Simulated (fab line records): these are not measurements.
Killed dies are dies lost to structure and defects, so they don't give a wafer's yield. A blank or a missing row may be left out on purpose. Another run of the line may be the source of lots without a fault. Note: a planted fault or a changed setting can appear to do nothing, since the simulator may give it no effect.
Struck lot and sound lot, side by side -- flow gf180mcu -- 43 out of 602 route steps
Sound: these wafers, L642.1, L642.2, L642.5. The struck wafers were L632.4, L632.5, L632.6. The cause is given at the end.
At each step with rows: each side's tool, then ch and its chambers, then its first start. Under that, the readings that differ: sound wafers -- struck wafers -- difference of the means -- sigmas: that difference in standard deviations of wafers without a fault.
alike: readings whose means differ by less than 2 such deviations, and words and numbers that are the same on both sides. not compared: withheld readings, readings that some wafer has no value for, bounds like >300 that may hide the same value, and numbers for which the record gives no deviation and whose values overlap.
Wherever a step has rows on one side only, a row that says differs or no value, or a row with sigmas, the two part there. Non-overlapping numbers with no deviation appear without sigmas and do not part them. A reading missing from all wafers of one side parts the sides only when that side holds two or more wafers.

first, 7 steps without rows for these wafers: GF_SAB_DEHYDRATE_02 (time 60 s); GF_SAB_HMDS_03 (prime time 60 s); GF_SAB_COAT_04 (resist thk 1000 nm); GF_SAB_SOFTBAKE_05 (time 60 s); GF_SAB_EXPOSE_06 (exposes mask SAB, target cd 420 nm); GF_SAB_PEB_07; GF_SAB_DEVELOP_08 (develop time 60 s).
GF_SAB_CD_MEAS_09: target cd 420 nm.
  struck on cd sem-02, day 18 00:15; sound on cd sem-01, day 21 16:35
  alike: cd nm
GF_SAB_OVL_MEAS_10:
  struck on overlay-02, day 18 00:20; sound on overlay-01, day 21 16:42
  alike: SAB_OVL
then, 3 steps without rows for these wafers: GF_SAB_ETCH_11 (etches SiO2 in C4F8/O2/Ar, target depth 55 nm, time 8.5 s); GF_SAB_WET_ETCH_12 (etches SiO2 in dHF, target depth 22 nm, time 440 s); GF_SAB_STRIP_13 (strips in O2/N2).
GF_SALICIDE_CLEAN_00: cleans in SC1/SC2, time 150 s.
  sound on wet bench-03 ch 1, day 21 16:59; struck on wet bench-03 ch 1, day 18 00:44
  alike: bath heat duty pct
then, 1 step without rows for these wafers: GF_SALICIDE_WET_ETCH_01 (etches SiO2 in dHF, target depth 5 nm, time 100 s).
GF_SALICIDE_SPUTTER_02: material Co, target thk 10 nm, time 20 s.
  struck on pvd sputter-04, day 18 00:50; sound on pvd sputter-01, day 21 17:04
  alike: throttle valve pct
GF_SALICIDE_SPUTTER_03: material TiN, target thk 20 nm, time 16.7 s.
  struck on pvd sputter-04, day 18 00:52; sound on pvd sputter-01, day 21 17:06
  alike: throttle valve pct
GF_SALICIDE_RS_MEAS_04: uses a four-point probe to measure.
  struck on film metro-02, day 18 00:56; sound on film metro-03, day 21 17:08
  alike: SALICIDE_TIN_RS
GF_SALICIDE_THK_MEAS_05: measures by xrf.
  struck on film metro-02, day 18 01:01; sound on film metro-03, day 21 17:15
reading,sound,struck,difference,sigmas
SALICIDE_TIN_THK (nm),20.00 19.66 19.52,20.59 20.53 20.44,+0.79,+3
then, 2 steps without rows for these wafers: GF_SALICIDE_RTA_06 (time 30 s); GF_SALICIDE_WET_ETCH_07 (etches the open film in SPM, target depth 120 nm).
GF_SALICIDE_RTA_08: time 30 s.
  sound on rtp anneal-01 ch 0, day 21 17:30; struck on rtp anneal-01 ch 0, day 18 01:18
  alike: lamp power pct, wafer_temp_C_max
then, 1 step without rows for these wafers: GF_CONTACT_CVD_00 (deposits SiO2, target thk 300 nm, time 50 s).
GF_CONTACT_THK_MEAS_01:
  struck on film metro-02, day 18 01:26; sound on film metro-01, day 21 17:38
  alike: CONTACT_CVD_00_THK
then, 1 step without rows for these wafers: GF_CONTACT_CVD_02 (deposits SiO2 from TEOS, target thk 860 nm, time 95.992 s).
GF_CONTACT_THK_MEAS_03:
  struck on film metro-02, day 18 01:34; sound on film metro-01, day 21 17:46
  alike: CONTACT_CVD_02_THK
GF_CONTACT_CMP_04: polishes SiO2.
  sound on cmp-02 ch 0,3, day 21 17:53; struck on cmp-01 ch 0,3, day 18 01:38
  alike: motor current A, platen rpm, time to endpoint s
GF_CONTACT_BOW_MEAS_05:
  struck on film metro-04, day 18 01:57; sound on film metro-02, day 21 18:08
  alike: CONTACT_BOW
then, 8 steps without rows for these wafers: GF_CONTACT_DEHYDRATE_06 (time 60 s); GF_CONTACT_HMDS_07 (prime time 60 s); GF_CONTACT_COAT_08; GF_CONTACT_COAT_09 (resist thk 1000 nm); GF_CONTACT_SOFTBAKE_10 (time 60 s); GF_CONTACT_EXPOSE_11 (exposes mask Contact, target cd 220 nm); GF_CONTACT_PEB_12 (peb time 90 s); GF_CONTACT_DEVELOP_13 (develop time 60 s).
GF_CONTACT_CD_MEAS_14: target cd 220 nm.
  struck on cd sem-02, day 19 01:42; sound on cd sem-01, day 22 17:47
reading,sound,struck,difference,sigmas
cd nm (nm),215.5 215.9 216.2,221.0 222.1 221.0,+5.5,+3
GF_CONTACT_OVL_MEAS_15:
  struck on overlay-02, day 19 01:47; sound on overlay-01, day 22 17:54
  alike: CONTACT_OVL
then, 2 steps without rows for these wafers: GF_CONTACT_ETCH_16 (etches BARC in N2/H2); GF_CONTACT_ETCH_17 (etches SiO2 in C4F8/O2/Ar, stops on CoSi2, target depth 860 nm).
GF_CONTACT_STRIP_18: strips in O2/N2.
  sound on plasma asher-03 ch 0,1, day 22 18:06; struck on plasma asher-03 ch 0,1, day 19 01:59
  alike: drypump motor current A, heater power w, oes product au, platen temp c
  not compared: rf hours counter h
then, 2 steps without rows for these wafers: GF_CONTACT_CLEAN_19 (cleans in SPM); GF_CONTACT_CLEAN_20 (cleans in DIW).
-- the record jumps here: 12 days lie between the struck wafers' starts before and after (it left off in module CONTACT and takes up again in module PASSIVATION, whose first step shown is number 602 of the route) --
GF_PASSIVATION_PROBE_99:
  the record has rows for the struck wafers here (prober-01, day 31 10:58) and none for the sound ones

## WHERE THEY PART
At GF_SALICIDE_THK_MEAS_05 first; at GF_PASSIVATION_PROBE_99 last (within this record only).

WHY: what the simulator had put in
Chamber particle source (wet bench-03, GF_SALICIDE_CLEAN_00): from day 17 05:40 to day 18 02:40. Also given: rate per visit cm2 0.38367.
